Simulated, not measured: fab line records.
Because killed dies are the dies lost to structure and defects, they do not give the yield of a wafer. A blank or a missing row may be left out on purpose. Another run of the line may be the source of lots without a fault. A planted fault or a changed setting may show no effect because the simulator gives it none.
A struck lot beside a sound one | flow sky130 | 35 out of 708 route steps
Sound: wafers L108.2, L108.4, L108.5. Wafers L113.3, L113.4, L113.6 were the ones struck. The cause comes at the end.
Each step with rows lists, per side, the tool, then ch with its chambers, then its first start. Under that, the readings that differ: sound wafers | struck wafers | difference of the means | sigmas: that difference in standard deviations of wafers without a fault.
alike: words and numbers the same on both sides, and readings whose means are apart by under 2 such deviations; not compared: readings that were withheld, readings missing a value for some wafer, numbers with overlapping values and no deviation given by the record, and bounds like >300 which may hide the same value.
Wherever a step has rows on one side only, a row that says differs or no value, or a row with sigmas, the two part there. Non-overlapping numbers with no deviation appear without sigmas and do not part them. A reading missing from all wafers of one side parts the sides only when that side holds two or more wafers.

SKY_SD_P_CD_MEAS_07: the cd target is 380 nm.
  sound: cd sem-02 at day 28 22:10; struck: cd sem-02 at day 29 23:11
  alike: cd nm
SKY_SD_P_OVL_MEAS_08:
  sound: overlay-02 at day 28 22:16; struck: overlay-01 at day 29 23:16
  alike: SD_P_OVL
next, for these wafers, 1 step has no rows: SKY_SD_P_IMPLANT_09.
SKY_SD_P_STRIP_10: strips in O2/N2.
  sound on plasma asher-04 ch 1, day 28 22:26; struck on plasma asher-01 ch 0,1, day 29 23:29
  reading                     | sound       | struck      | difference | sigmas
  drypump motor current A (A) | 6.3 6.3 6.3 | 5.4 5.3 5.3 | -1.0       | -3
  alike: oes product au, strip time to endpoint s
  not compared: rf hours counter h
SKY_SD_P_TW_MEAS_11:
  sound: film metro-03 at day 28 22:33; struck: film metro-03 at day 29 23:34
  alike: SD_P_TW
then, 7 steps without rows for these wafers: SKY_RES_XHIGH_DEHYDRATE_00 (time 60 s); SKY_RES_XHIGH_HMDS_01 (prime time 60 s); SKY_RES_XHIGH_COAT_02 (resist thk 1140 nm); SKY_RES_XHIGH_SOFTBAKE_03 (time 60 s); SKY_RES_XHIGH_EXPOSE_04 (exposes mask URPM, target cd 1270 nm); SKY_RES_XHIGH_PEB_05; SKY_RES_XHIGH_DEVELOP_06 (develop time 60 s).
SKY_RES_XHIGH_IMPLANT_07:
  sound on implanter-02 ch 0, day 30 02:34; struck on implanter-02 ch 0, day 31 03:26
  reading       | sound                         | struck                        | difference | sigmas
  beam on s (s) | 34.3 33.1 33.7                | 25.4 24.4 24.6                | -8.9       | -3
  dose ions cm2 | 3.601e+14 3.602e+14 3.601e+14 | 2.633e+14 2.631e+14 2.635e+14 | -9.683e+13 | -99 or more
SKY_RES_XHIGH_STRIP_08: strips in O2/N2.
  sound on plasma asher-02 ch 0,1, day 30 02:41; struck on plasma asher-02 ch 0,1, day 31 03:34
  reading                      | sound             | struck            | difference | sigmas
  strip time to endpoint s (s) | 14.26 14.28 14.25 | 14.14 14.19 14.18 | -0.09      | -2
  alike: drypump motor current A, oes product au
  not compared: rf hours counter h
SKY_RES_XHIGH_TW_MEAS_09:
  sound: film metro-04 at day 30 02:47; struck: film metro-04 at day 31 03:39
  reading      | sound          | struck         | difference | sigmas
  RES_XHIGH_TW | 1670 1670 1661 | 1506 1510 1512 | -158       | -5
then, 7 steps without rows for these wafers: SKY_SD_N_DEHYDRATE_00 (time 60 s); SKY_SD_N_HMDS_01 (prime time 60 s); SKY_SD_N_COAT_02 (resist thk 1124 nm); SKY_SD_N_SOFTBAKE_03 (time 60 s); SKY_SD_N_EXPOSE_04 (exposes mask NSDM, target cd 380 nm); SKY_SD_N_PEB_05; SKY_SD_N_DEVELOP_06 (develop time 60 s).
SKY_SD_N_CD_MEAS_07: the cd target is 380 nm.
  sound: cd sem-02 at day 31 06:22; struck: cd sem-02 at day 32 06:47
  alike: cd nm
SKY_SD_N_OVL_MEAS_08:
  sound: overlay-01 at day 31 06:28; struck: overlay-02 at day 32 06:52
  alike: SD_N_OVL
then, 2 steps without rows for these wafers: SKY_SD_N_IMPLANT_09; SKY_SD_N_IMPLANT_10.
SKY_SD_N_STRIP_11: strips in O2/N2.
  sound on plasma asher-01 ch 0, day 31 06:47; struck on plasma asher-01 ch 0,1, day 32 07:14
  alike: drypump motor current A, oes product au, strip time to endpoint s
  not compared: rf hours counter h
SKY_SD_N_TW_MEAS_12:
  sound: film metro-04 at day 31 06:54; struck: film metro-02 at day 32 07:19
  alike: SD_N_TW
then, 1 step without rows for these wafers: SKY_SD_N_CLEAN_13 (cleans in SC1/SC2, time 150 s).
SKY_SD_N_RTA_14: time 2 s.
  sound on rtp anneal-02 ch 0, day 31 07:01; struck on rtp anneal-02 ch 0, day 32 07:26
  reading        | sound             | struck            | difference | sigmas
  chamber o2 ppm | 1.991 2.041 2.015 | 1.964 1.985 1.967 | -0.044     | -2
  alike: lamp power pct, wafer_temp_C_max
SKY_SD_N_RS_MEAS_16: uses a four-point probe to measure.
  sound: film metro-03 at day 31 07:11; struck: film metro-03 at day 32 07:39
  alike: SD_N_RS
SKY_SD_N_RS_MEAS_17: uses a four-point probe to measure.
  sound: film metro-03 at day 31 07:19; struck: film metro-03 at day 32 07:46
  alike: SD_P_RS
SKY_SD_N_RS_MEAS_18: uses a four-point probe to measure.
  sound: film metro-03 at day 31 07:26; struck: film metro-03 at day 32 07:53
  reading               | sound             | struck            | difference | sigmas
  RES_XHIGH_RS (ohm/sq) | 333.5 334.8 334.8 | 431.3 428.4 430.6 | +95.7      | +74
then, 1 step without rows for these wafers: SKY_SALICIDE_CLEAN_00 (cleans in HF-last, time 30 s).
-- the record jumps here: 17 days lie between the struck wafers' starts before and after (it left off in module SALICIDE and takes up again in module PAD_OPEN, whose first step shown is number 708 of the route) --
SKY_PAD_OPEN_PROBE_99:
  sound: prober-01 at day 48 08:31; struck: prober-01 at day 48 22:33
  reading                                            | sound              | struck                        | difference | sigmas
  model.etest.res xhigh po.line ohm um               | 5322 5230 5222     | 1.143e+04 1.108e+04 1.125e+04 | +5.995e+03 |
  model.etest.res xhigh po.rs ohm sq                 | 1871 1868 1859     | 3984 3897 3887                | +2057      |
  model.etest.res xhigh po.rs ohm sq range           | 43.15 50.66 64.4   | 238.9 223.1 244.8             | +182.9     |
  model.etest.res xhigh po.rs ohm sq rim less centre | 10.51 -14.33 4.778 | -164.6 -144 -149.5            | -153.0     |
  alike: killed_at_M0_to_M3, killed_at_M4_up, killed at contacts, killed at front end, killed at other, killed dies, killed on rim, killed open, killed short

WHERE THEY PART
At SKY_SD_P_STRIP_10 first; at SKY_SD_N_RS_MEAS_18 last (within this record only). Later steps at which nothing parts them and some readings are alike: SKY_PAD_OPEN_PROBE_99.

WHY: the cause the simulator had injected
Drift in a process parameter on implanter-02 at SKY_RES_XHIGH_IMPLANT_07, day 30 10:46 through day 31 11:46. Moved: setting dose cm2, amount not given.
